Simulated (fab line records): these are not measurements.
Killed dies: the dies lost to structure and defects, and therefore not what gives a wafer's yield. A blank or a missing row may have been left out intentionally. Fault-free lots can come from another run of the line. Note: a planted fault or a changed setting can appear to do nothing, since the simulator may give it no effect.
The tool behind it: which one? | flow sky130 | 72 wafers from 24 lots sampled at 3 of the route's 708 steps

## WHAT THE GAUGES READ, wafer by wafer
SKY_METAL2_OVL_MEAS_16. Usual: for METAL2_OVL the level is -1 nm and the standard deviation is 4.7.
lot  | measured     | on         | METAL2_OVL (nm) | flag
L074 | day 36 00:35 | overlay-01 | -4 -6 -7        |
L075 | day 36 11:59 | overlay-02 | -8 -3 -5        |
L076 | day 36 14:11 | overlay-02 | 2 4 1           |
L077 | day 37 02:55 | overlay-02 | 0 2 8           |
L078 | day 37 11:17 | overlay-01 | -2 -9 -4        |
L079 | day 37 12:14 | overlay-01 | -7 -3 -6        |
L080 | day 37 18:42 | overlay-02 | -7 2 -6         |
L081 | day 38 10:56 | overlay-02 | 3 5 -6          |
L082 | day 38 15:56 | overlay-01 | 4 1 0           |
L083 | day 39 01:14 | overlay-02 | -6 -5 0         |
L084 | day 39 06:17 | overlay-01 | -13 -9 -10      |
L085 | day 39 14:29 | overlay-01 | 4 3 4           |
L086 | day 39 16:44 | overlay-01 | 2 -6 -5         |
L087 | day 39 23:59 | overlay-02 | 2 -5 10         |
L088 | day 40 12:09 | overlay-02 | -2 1 4          |
L089 | day 40 17:08 | overlay-02 | -3 0 -2         |
L090 | day 41 06:14 | overlay-01 | 6 6 7           |
L091 | day 41 11:13 | overlay-01 | -3 5 -6         |
L092 | day 41 11:35 | overlay-01 | 1 -1 3          |
L093 | day 41 17:34 | overlay-01 | 4 3 9           |
L094 | day 42 01:19 | overlay-02 | -1 -7 -9        |
L095 | day 42 09:49 | overlay-01 | 2 3 -2          |
L096 | day 42 11:24 | overlay-01 | -5 4 0          |
L097 | day 42 15:20 | overlay-01 | 5 4 9           |

## TOOL THAT RAN EACH LOT (tool first, then ch and the chambers of the sampled wafers, then the start)
lot  | SKY_LOCAL_INTERCONNECT_SPUTTER_00 | SKY_VIA1_CMP_02
L074 | pvd_sputter-03, day 29 23:33      | cmp-02 ch 2,3, day 33 16:02
L075 | pvd_sputter-02, day 30 10:07      | cmp-02 ch 0,1,3, day 34 03:04
L076 | pvd_sputter-02, day 30 13:20      | cmp-01 ch 1,2,3, day 34 06:31
L077 | pvd_sputter-04, day 31 03:23      | cmp-01 ch 0,1,2, day 34 19:57
L078 | pvd_sputter-04, day 31 13:24      | cmp-02 ch 0,2,3, day 35 04:40
L079 | pvd_sputter-04, day 31 14:19      | cmp-01 ch 2,3, day 35 04:53
L080 | pvd_sputter-04, day 31 21:09      | cmp-02 ch 0,1,2, day 35 11:44
L081 | pvd_sputter-03, day 32 13:37      | cmp-01 ch 0,1, day 36 03:46
L082 | pvd_sputter-04, day 32 19:59      | cmp-02 ch 0,2,3, day 36 09:23
L083 | pvd_sputter-03, day 33 03:33      | cmp-01 ch 1,2,3, day 36 18:07
L084 | pvd_sputter-04, day 33 07:51      | cmp-01 ch 0,2, day 36 22:48
L085 | pvd_sputter-04, day 33 19:35      | cmp-01 ch 0,1,2, day 37 08:29
L086 | pvd_sputter-03, day 33 19:57      | cmp-02 ch 1,3, day 37 09:43
L087 | pvd_sputter-04, day 34 06:22      | cmp-02 ch 0,1,2, day 37 18:55
L088 | pvd_sputter-03, day 34 17:07      | cmp-02 ch 0,2,3, day 38 07:07
L089 | pvd_sputter-03, day 34 23:41      | cmp-02 ch 0,3, day 38 13:04
L090 | pvd_sputter-02, day 35 13:37      | cmp-02 ch 0,1,3, day 39 03:25
L091 | pvd_sputter-04, day 35 17:13      | cmp-01 ch 0,1,2, day 39 05:59
L092 | pvd_sputter-04, day 35 19:16      | cmp-01 ch 0,2, day 39 07:18
L093 | pvd_sputter-03, day 36 01:37      | cmp-01 ch 0,2,3, day 39 13:02
L094 | pvd_sputter-04, day 36 11:08      | cmp-02 ch 0,1,3, day 39 22:13
L095 | pvd_sputter-04, day 36 20:34      | cmp-02 ch 2,3, day 40 07:07
L096 | pvd_sputter-03, day 36 22:07      | cmp-01 ch 1,2,3, day 40 08:44
L097 | pvd_sputter-04, day 37 01:16      | cmp-01 ch 1,2, day 40 12:07
- SKY_LOCAL_INTERCONNECT_SPUTTER_00: material TiN, target thk 100 nm, time 83.3 s.
- SKY_VIA1_CMP_02: polishes SiO2.

## WHAT THE TOOLS THEMSELVES READ (means of the sampled wafers that have a number; where no wafer has one, the mark that the record gives instead)
SKY_LOCAL_INTERCONNECT_SPUTTER_00. Usual: 29.6 % for throttle_valve_pct, sd 0.73.
lot  | tool           | throttle_valve_pct (%) | flag
L074 | pvd_sputter-03 | 30.1                   |
L075 | pvd_sputter-02 | 29.6                   |
L076 | pvd_sputter-02 | 28.4                   |
L077 | pvd_sputter-04 | 29.3                   |
L078 | pvd_sputter-04 | 29.3                   |
L079 | pvd_sputter-04 | 29.3                   |
L080 | pvd_sputter-04 | 29.6                   |
L081 | pvd_sputter-03 | 30.1                   |
L082 | pvd_sputter-04 | 29.5                   |
L083 | pvd_sputter-03 | 29.8                   |
L084 | pvd_sputter-04 | 29.4                   |
L085 | pvd_sputter-04 | 29.9                   |
L086 | pvd_sputter-03 | 29.6                   |
L087 | pvd_sputter-04 | 29.6                   |
L088 | pvd_sputter-03 | 30.0                   |
L089 | pvd_sputter-03 | 30.0                   |
L090 | pvd_sputter-02 | 28.9                   |
L091 | pvd_sputter-04 | 29.7                   |
L092 | pvd_sputter-04 | 30.0                   |
L093 | pvd_sputter-03 | 29.4                   |
L094 | pvd_sputter-04 | 29.3                   |
L095 | pvd_sputter-04 | 29.8                   |
L096 | pvd_sputter-03 | 30.0                   |
L097 | pvd_sputter-04 | 30.3                   |

SKY_VIA1_CMP_02. Usual: 12.2 A for motor_current_A, sd 1.5.
lot  | tool   | motor_current_A (A) | flag
L074 | cmp-02 | 12.8                |
L075 | cmp-02 | 11.8                |
L076 | cmp-01 | 12.2                |
L077 | cmp-01 | 12.2                |
L078 | cmp-02 | 11.8                |
L079 | cmp-01 | 12.7                |
L080 | cmp-02 | 11.3                |
L081 | cmp-01 | 12.4                |
L082 | cmp-02 | 11.9                |
L083 | cmp-01 | 12.5                |
L084 | cmp-01 | 12.6                |
L085 | cmp-01 | 12.0                |
L086 | cmp-02 | 13.2                |
L087 | cmp-02 | 11.6                |
L088 | cmp-02 | 12.2                |
L089 | cmp-02 | 12.8                |
L090 | cmp-02 | 12.4                |
L091 | cmp-01 | 12.3                |
L092 | cmp-01 | 12.2                |
L093 | cmp-01 | 12.2                |
L094 | cmp-02 | 12.4                |
L095 | cmp-02 | 12.8                |
L096 | cmp-01 | 12.5                |
L097 | cmp-01 | 12.6                |

## THE ANSWER, worked out from the rows above alone
Rule: lot off if the mean of its wafers having a number is beyond 3 standard deviations from the usual mean. Also off: a lot with no number at a reading for which 4 or more lots have one. The other lots that the step has rows for count as sound. After the gauges, taken in route order, come the tools' own readings; for these a lot's mean is taken, as printed above. The first step at which some lot is off is used, and at that step the reading that is off furthest; a lot without a number counts as furthest.
None of the lots is off at any reading shown; this tells nothing.

## WHAT THE SIMULATOR HAD INSERTED
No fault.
